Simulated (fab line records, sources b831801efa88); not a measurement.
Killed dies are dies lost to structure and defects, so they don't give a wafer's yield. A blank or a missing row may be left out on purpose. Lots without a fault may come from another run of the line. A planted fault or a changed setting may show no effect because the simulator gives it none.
fab line records | flow sky130
record lots=10 wafers=30 last_day=50
route steps=708 shown METAL3@565 VIA3@587 PAD_OPEN@708
lots that met no fault: from a run of the same line without faults
start_h: hours from the record's first day to the start of the lot's first wafer shown | wait_h: hours since the lot's step before | " the same as in the row above | L1.1+2: a row that stands for several wafers | - no value, or no start given | * or withheld: withheld | < > ~ a bound
route shown NAME@n: a module of which the file shows steps, and the number in the route of the first | usual: mean/standard deviation of fault-free wafers | same: alike in all rows | chamber/n: place in a boat | sites: the reading at each site | _std_site: their standard deviation | _edge_site: outer sites' mean less inner sites' | radius_mm: how far each site lies from the wafer's centre | mask NAME#n: copy n | behind: the tool/chamber that last shaped the wafer | hold: why the lot was held/for how many hours/how that ended | device: the transistor (n, p or np) that didn't switch | end of line: the same wafers' tests at the end of the route | a step without rows: its recipe alone | killed: dies lost to structure and defects at the first sort, not the wafer's yield | map: a wafer's dies, x killed, . not, _ none there
set.NAME: the setting as run; set.NAME@STEP: as run at that earlier step | model.NAME: the simulator's own value behind a step, which no gauge read
steps of the route over a sample of lots; a table a step, a row a wafer
services: from which hour (start_h, from the record's first day; less than 0 if before it) a tool's chamber was out of use, for how many hours, and why
## steps
# step SKY_METAL3_DESCUM_15
# recipe chemistry=O2 source_power_w=150 bias_power_w=0 pressure_mtorr=10 temp_c=40 time_s=8
# usual drypump_motor_current_A=5.76/0.22 oes_product_au=1.000/0.0067
# columns lot.wafer tool chamber start_h wait_h drypump_motor_current_A oes_product_au rf_hours_counter_h
L949.2 rie_metal-04 0 895.37 0.0 6.27 0.997 5
L949.4 " 0 " " 6.26 0.997 -
L949.5 " 0 " " 6.28 1.008 -
L957.1 rie_metal-01 1 960.36 0.0 5.72 0.988 2
L957.2 " 0 " " 5.81 0.999 17
L957.4 " 1 " " 5.71 0.998 -
L962.1 rie_metal-03 1 1003.81 0.0 5.77 1.002 17
L962.2 " 0 " " 5.79 0.996 9
L962.4 " 0 " " 5.79 0.994 -
L963.2 rie_metal-01 1 1003.91 0.0 5.69 0.991 3
L963.3 " 0 " " 5.77 0.993 -
L963.5 " 0 " " 5.82 0.995 -
L967.3 rie_metal-04 0 1040.72 0.0 6.28 0.994 -
L967.4 " 1 " " 5.19 1.002 -
L967.5 " 0 " " 6.28 0.999 -
L968.1 rie_metal-01 1 1043.47 0.0 5.72 0.991 6
L968.4 " 1 " " 5.73 1.009 -
L968.5 " 0 " " 5.79 0.994 -
L969.3 rie_metal-01 1 1046.88 0.0 5.72 0.994 -
L969.4 " 0 " " 5.79 1.004 -
L969.6 " 1 " " 5.70 0.999 -
L970.1 rie_metal-03 1 1051.36 0.0 5.75 0.998 20
L970.2 " 0 " " 5.77 1.001 12
L970.3 " 1 " " 5.72 1.001 -
L971.2 rie_metal-01 1 1057.52 0.0 5.70 0.991 -
L971.3 " 1 " " 5.65 0.989 -
L971.4 " 1 " " 5.71 0.992 -
L972.2 rie_metal-03 1 1058.26 0.0 5.74 0.998 21
L972.5 " 1 " " 5.75 0.997 -
L972.6 " 0 " " 5.76 1.004 -
# step SKY_METAL3_ETCH_16
# recipe chemistry=N2/H2 target=BARC ion_energy_ev=200 bias_w=100 pressure_mtorr=30 n2_flow_sccm=100 h2_flow_sccm=200 icp_w=500 stop_on=SiO2 time_s=88.2 target_depth_a=600
# usual drypump_motor_current_A=5.77/0.22 h2_flow_sccm=200.0/0.57 oes_product_au=0.625/0.0044 run_length_s=116.6/0.76 throttle_valve_pct=13.204/0.0095
# columns lot.wafer tool chamber start_h wait_h drypump_motor_current_A h2_flow_sccm oes_product_au rf_hours_counter_h run_length_s throttle_valve_pct
L949.2 rie_metal-04 0 895.40 0.0 6.28 200.5 0.634 5 116.1 13.214
L949.4 " 0 " " 6.29 199.9 0.626 - 115.8 13.208
L949.5 " 0 " " 6.27 200.4 0.629 - 116.2 13.215
L957.1 rie_metal-01 1 960.40 0.0 5.68 199.5 0.624 2 119.6 13.201
L957.2 " 0 " " 5.82 199.3 0.628 17 119.4 13.189
L957.4 " 1 " " 5.73 200.1 0.622 - 120.0 13.207
L962.1 rie_metal-03 1 1003.84 0.0 5.72 199.7 0.623 17 115.8 13.189
L962.2 " 0 " " 5.80 199.7 0.628 9 116.6 13.195
L962.4 " 0 " " 5.80 199.8 0.625 - 116.5 13.195
L963.2 rie_metal-01 1 1003.94 0.0 5.68 200.6 0.632 3 117.0 13.214
L963.3 " 0 " " 5.81 200.4 0.624 - 116.4 13.221
L963.5 " 0 " " 5.81 200.4 0.620 - 116.4 13.209
L967.3 rie_metal-04 0 1040.77 0.0 6.32 200.9 0.629 - 115.9 13.212
L967.4 " 1 " " 5.23 200.0 0.629 - 116.6 13.192
L967.5 " 0 " " 6.30 199.5 0.628 - 116.0 13.196
L968.1 rie_metal-01 1 1043.50 0.0 5.72 199.7 0.627 6 116.8 13.212
L968.4 " 1 " " 5.73 199.6 0.623 - 116.6 13.220
L968.5 " 0 " " 5.85 200.8 0.624 - 116.6 13.196
L969.3 rie_metal-01 1 1046.93 0.0 5.69 199.5 0.622 - 116.9 13.193
L969.4 " 0 " " 5.84 200.6 0.619 - 116.3 13.204
L969.6 " 1 " " 5.70 199.3 0.624 - 117.0 13.199
L970.1 rie_metal-03 1 1051.39 0.0 5.73 200.1 0.623 20 115.7 13.197
L970.2 " 0 " " 5.81 200.0 0.620 12 116.7 13.209
L970.3 " 1 " " 5.71 200.2 0.622 - 116.2 13.200
L971.2 rie_metal-01 1 1057.60 0.1 5.72 199.5 0.622 - 116.7 13.198
L971.3 " 1 " " 5.70 199.9 0.631 - 116.6 13.206
L971.4 " 1 " " 5.73 199.6 0.624 - 116.8 13.223
L972.2 rie_metal-03 1 1058.29 0.0 5.77 199.8 0.627 21 115.9 13.199
L972.5 " 1 " " 5.77 200.1 0.623 - 115.9 13.211
L972.6 " 0 " " 5.81 199.7 0.623 - 116.4 13.201
# step SKY_VIA3_ETCH_14
# recipe chemistry=N2/H2 target=BARC ion_energy_ev=200 source_w=500 bias_w=100 pressure_mtorr=30 n2_flow_sccm=100 h2_flow_sccm=200 stop_on=SiO2 time_s=45.9 target_depth_a=600
# usual drypump_motor_current_A=5.6/0.48 h2_flow_sccm=200.1/0.61 oes_product_au=0.854/0.0047 run_length_s=74.2/0.53 throttle_valve_pct=13.225/0.0087
# columns lot.wafer tool chamber start_h wait_h drypump_motor_current_A h2_flow_sccm oes_product_au rf_hours_counter_h run_length_s throttle_valve_pct
L949.2 rie_diel-03 1 922.76 0.0 6.0 200.2 0.855 13 74.6 13.232
L949.4 " 1 " " 6.0 200.1 0.861 - 74.4 13.231
L949.5 " 3 " " 4.7 200.8 0.842 - 74.7 13.225
L957.1 rie_diel-04 1 986.26 0.0 5.3 200.1 0.856 10 73.5 13.223
L957.2 " 2 " " 5.6 199.6 0.872 13 74.4 13.228
L957.4 " 0 " " 6.2 199.8 1.000 19 67.7 13.231
L962.1 rie_diel-03 0 1028.36 0.0 4.9 200.0 0.847 10 74.5 13.232
L962.2 " 1 " " 6.0 200.8 0.856 17 74.6 13.228
L962.4 " 2 " " 5.7 198.8 0.852 28 74.0 13.232
L963.2 rie_diel-01 0 1028.48 0.0 5.9 200.4 0.846 0 74.1 13.236
L963.3 " 1 " " 6.6 199.7 0.859 13 73.6 13.231
L963.5 " 2 " " 5.2 199.4 0.856 - 75.3 13.213
L967.3 rie_diel-03 2 1064.31 0.0 5.7 199.5 0.856 29 74.4 13.223
L967.4 " 0 " " 4.9 199.3 0.857 11 74.2 13.223
L967.5 " 0 " " 4.9 199.6 0.850 - 74.5 13.225
L968.1 rie_diel-04 3 1066.91 0.0 5.6 199.9 0.856 21 74.9 13.220
L968.4 " 1 " " 5.2 199.4 0.849 - 73.3 13.218
L968.5 " 2 " " 5.6 199.2 0.852 - 74.5 13.222
L969.3 rie_diel-04 2 1069.66 0.0 5.6 200.5 0.862 16 74.1 13.220
L969.4 " 3 " " 5.6 200.6 0.856 - 74.5 13.240
L969.6 " 1 " " 5.2 200.6 0.857 - 73.1 13.252
L970.1 rie_diel-04 2 1073.76 0.0 5.6 200.2 0.854 16 74.6 13.225
L970.2 " 3 " " 5.6 200.9 0.857 21 74.0 13.222
L970.3 " 1 " " 5.2 200.9 0.859 13 73.4 13.234
L971.2 rie_diel-01 1 1080.16 0.0 6.6 199.7 0.855 14 73.9 13.232
L971.3 " 2 " " 5.2 200.3 0.855 8 74.6 13.236
L971.4 " 0 " " 6.0 200.7 0.854 2 74.1 13.223
L972.2 rie_diel-04 2 1080.58 0.0 5.7 200.0 0.853 17 74.3 13.230
L972.5 " 3 " " 5.6 200.0 0.857 - 74.1 13.236
L972.6 " 1 " " 5.3 199.7 0.857 - 73.1 13.222
# step SKY_VIA3_STRIP_16
# recipe chemistry=O2/N2 power_w=1400 pressure_mtorr=1500 platen_temp_c=withheld o2_flow_sccm=3000 n2_flow_sccm=300 overash_fraction=0.5
# usual drypump_motor_current_A=6.2/0.36 o2_flow_sccm=3001/9.2 oes_product_au=0.402/0.0043 strip_time_to_endpoint_s=4.132/0.024
# same overash_fraction=0.5
# columns lot.wafer tool chamber start_h wait_h drypump_motor_current_A o2_flow_sccm oes_product_au rf_hours_counter_h strip_time_to_endpoint_s
L949.2 plasma_asher-02 0 922.86 0.0 6.3 3002 0.402 110 4.139
L949.4 " 0 " " 6.3 3009 0.400 - 4.158
L949.5 " 0 " " 6.3 3009 0.402 - 4.128
L957.1 plasma_asher-03 1 986.36 0.0 6.0 2998 0.402 22 4.118
L957.2 " 0 " " 6.1 3002 0.393 22 4.113
L957.4 " 1 " " 6.0 2984 0.400 - 4.208
L962.1 plasma_asher-02 1 1028.46 0.0 6.0 2994 0.403 120 4.115
L962.2 " 0 " " 6.3 2992 0.400 120 4.124
L962.4 " 0 " " 6.3 2998 0.399 - 4.153
L963.2 plasma_asher-04 0 1028.58 0.0 6.8 3010 0.397 63 4.075
L963.3 " 1 " " 5.8 3010 0.397 - 4.104
L963.5 " 0 " " 6.8 3003 0.404 - 4.097
L967.3 plasma_asher-02 1 1064.44 0.1 6.0 3005 0.402 - 4.157
L967.4 " 0 " " 6.3 3014 0.410 - 4.140
L967.5 " 1 " " 6.0 2991 0.398 - 4.143
L968.1 plasma_asher-03 1 1067.01 0.0 6.0 2998 0.404 30 4.147
L968.4 " 1 " " 6.0 2994 0.402 - 4.158
L968.5 " 0 " " 6.1 3006 0.403 - 4.145
L969.3 plasma_asher-02 0 1069.79 0.1 6.4 3010 0.400 - 4.126
L969.4 " 1 " " 6.1 2998 0.397 - 4.158
L969.6 " 1 " " 6.0 2998 0.401 - 4.173
L970.1 plasma_asher-02 0 1073.86 0.0 6.3 3003 0.395 1 4.107
L970.2 " 1 " " 6.0 3012 0.397 1 4.111
L970.3 " 0 " " 6.3 3008 0.402 - 4.141
L971.2 plasma_asher-04 1 1080.26 0.0 5.8 3002 0.403 69 4.179
L971.3 " 0 " " 6.9 2986 0.400 - 4.136
L971.4 " 1 " " 5.9 3003 0.408 - 4.125
L972.2 plasma_asher-03 1 1080.68 0.0 6.0 2995 0.401 32 4.148
L972.5 " 0 " " 6.1 3006 0.404 - 4.137
L972.6 " 1 " " 6.0 3009 0.403 - 4.137
# step SKY_VIA3_THK_MEAS_23
# recipe thk_meas_gauge=xrf reads=W_of_VIA3_CVD_21
# usual VIA3_W_THK=407/5.2
# columns lot.wafer tool chamber start_h wait_h VIA3_W_THK[nm]
L949.2 film_metro-03 - 923.76 0.1 405
L949.4 " - " " 403
L949.5 " - " " 404
L957.1 film_metro-03 - 987.34 0.1 410
L957.2 " - " " 405
L957.4 " - " " 402
L962.1 film_metro-03 - 1029.37 0.1 405
L962.2 " - " " 405
L962.4 " - " " 405
L963.2 film_metro-01 - 1029.84 0.1 412
L963.3 " - " " 417
L963.5 " - " " 410
L967.3 film_metro-04 - 1065.36 0.1 409
L967.4 " - " " 407
L967.5 " - " " 411
L968.1 film_metro-04 - 1067.91 0.1 415
L968.4 " - " " 420
L968.5 " - " " 415
L969.3 film_metro-04 - 1070.68 0.1 415
L969.4 " - " " 411
L969.6 " - " " 407
L970.1 film_metro-03 - 1074.76 0.1 405
L970.2 " - " " 401
L970.3 " - " " 397
L971.2 film_metro-03 - 1081.17 0.1 403
L971.3 " - " " 403
L971.4 " - " " 403
L972.2 film_metro-03 - 1081.59 0.1 405
L972.5 " - " " 404
L972.6 " - " " 406
# step SKY_PAD_OPEN_PROBE_99
# usual defect_limited_yield=82.3/1.9 killed_at_M0_to_M3=43/6.7 killed_at_M4_up=3.2/1.8 killed_at_contacts=25/5.2 killed_at_front_end=15/4.4 killed_at_other=0.2/0.4 killed_dies=87/9.3 killed_open=48/7.1 killed_short=39/6 sort_bin_3_pad_short=0.9/0.41 sort_bin_5_function=10.5/1.4 sort_bin_6_memory=6.3/1.1 sort_n_pass=405/9.3 sort_yield_pct=82.3/1.9
# same gross_dies=492 killed_at_back_side=0 sort_bin_4_leakage[%]=0 sort_bin_8_speed[%]=0
# columns lot.wafer tool chamber start_h wait_h defect_limited_yield[%] killed_at_M0_to_M3 killed_at_M4_up killed_at_contacts killed_at_front_end killed_at_other killed_dies killed_open killed_short sort_bin_3_pad_short[%] sort_bin_5_function[%] sort_bin_6_memory[%] sort_n_pass sort_yield_pct[%]
L962.1 prober-01 - 1158.45 0.1 80.7 47 3 23 22 0 95 54 41 0.8 11.6 6.9 397 80.7
L962.2 prober-01 - 1158.50 0.1 80.3 37 2 31 27 0 97 60 37 1.0 11.2 7.5 395 80.3
L962.4 prober-01 - 1158.60 0.2 80.3 50 4 21 21 1 97 48 49 1.2 11.4 7.1 395 80.3
# killed by level:class
L962.1 VIA1:geometric_particle:open=14 LI_CONTACT:geometric_particle:open=9 VIA1:geometric_particle:short=7 POLY_GATE:geometric_particle:short=6 CONTACT:geometric_particle:open=6 METAL2:geometric_particle:short=6 FIELD_ISO:geometric_particle:open=5 METAL1:geometric_particle:short=5
L962.2 CONTACT:geometric_particle:open=12 POLY_GATE:geometric_particle:open=8 VIA1:geometric_particle:open=8 FIELD_ISO:geometric_particle:open=7 VIA3:geometric_particle:open=7 LI_CONTACT:geometric_particle:open=7 VIA2:geometric_particle:open=7 FIELD_ISO:geometric_particle:short=6
L962.4 METAL2:geometric_particle:short=11 VIA2:geometric_particle:open=10 LI_CONTACT:geometric_particle:open=9 VIA1:geometric_particle:open=8 FIELD_ISO:geometric_particle:open=7 FIELD_ISO:geometric_particle:short=5 METAL1:geometric_particle:short=5 VIA1:geometric_particle:short=5
## services
# columns tool chamber start_h hours kind
rie_metal-01 1 889.41 - clean
rie_metal-01 1 889.41 36.1 scheduled_down
rie_metal-01 1 889.41 36.1 vent_cycle
rie_diel-03 2 916.90 12.2 repair
rie_metal-04 1 918.18 8.0 repair
rie_diel-04 2 948.52 5.1 repair
rie_diel-04 2 960.83 3.8 repair
plasma_asher-04 - 963.94 2.8 pm
rie_diel-01 1 971.52 6.7 repair
rie_diel-01 0 998.00 - clean
rie_diel-01 0 998.00 21.6 scheduled_down
rie_diel-04 3 1013.03 8.6 repair
rie_metal-04 - 1015.47 2.8 pm
rie_diel-03 1 1020.44 5.5 repair
rie_diel-04 0 1027.47 103.4 repair
plasma_asher-02 - 1055.25 9.0 pm
plasma_asher-02 0 1055.25 9.0 vent_cycle
plasma_asher-02 1 1055.25 9.0 vent_cycle
rie_metal-01 0 1055.80 - clean
rie_metal-01 0 1055.80 18.2 scheduled_down
rie_metal-01 0 1055.80 18.2 vent_cycle
plasma_asher-02 0 1064.25 - clean
plasma_asher-02 1 1064.25 - clean
rie_diel-01 - 1065.05 14.6 pm
## key
first_sign step=SKY_VIA3_ETCH_14 reading=oes_product_au direction=up sigmas=31 usual=0.854 struck=1.000
effect step=SKY_VIA3_ETCH_14 reading=run_length_s direction=down sigmas=12 usual=* struck=*
effect step=SKY_VIA3_STRIP_16 reading=strip_time_to_endpoint_s direction=up sigmas=3.2 usual=* struck=*
met_at SKY_VIA3_ETCH_14
struck_lots L957
struck_wafers L957.4
not_acting_at SKY_METAL3_DESCUM_15,SKY_METAL3_ETCH_16,SKY_VIA3_THK_MEAS_23
fault kind=process_parameter_drift tool=rie_diel-04 chamber=0 onset_h=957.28 steps=SKY_VIA3_ETCH_14 channel=time_s offset=* shape=step end_h=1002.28 acts_in=* stated=*
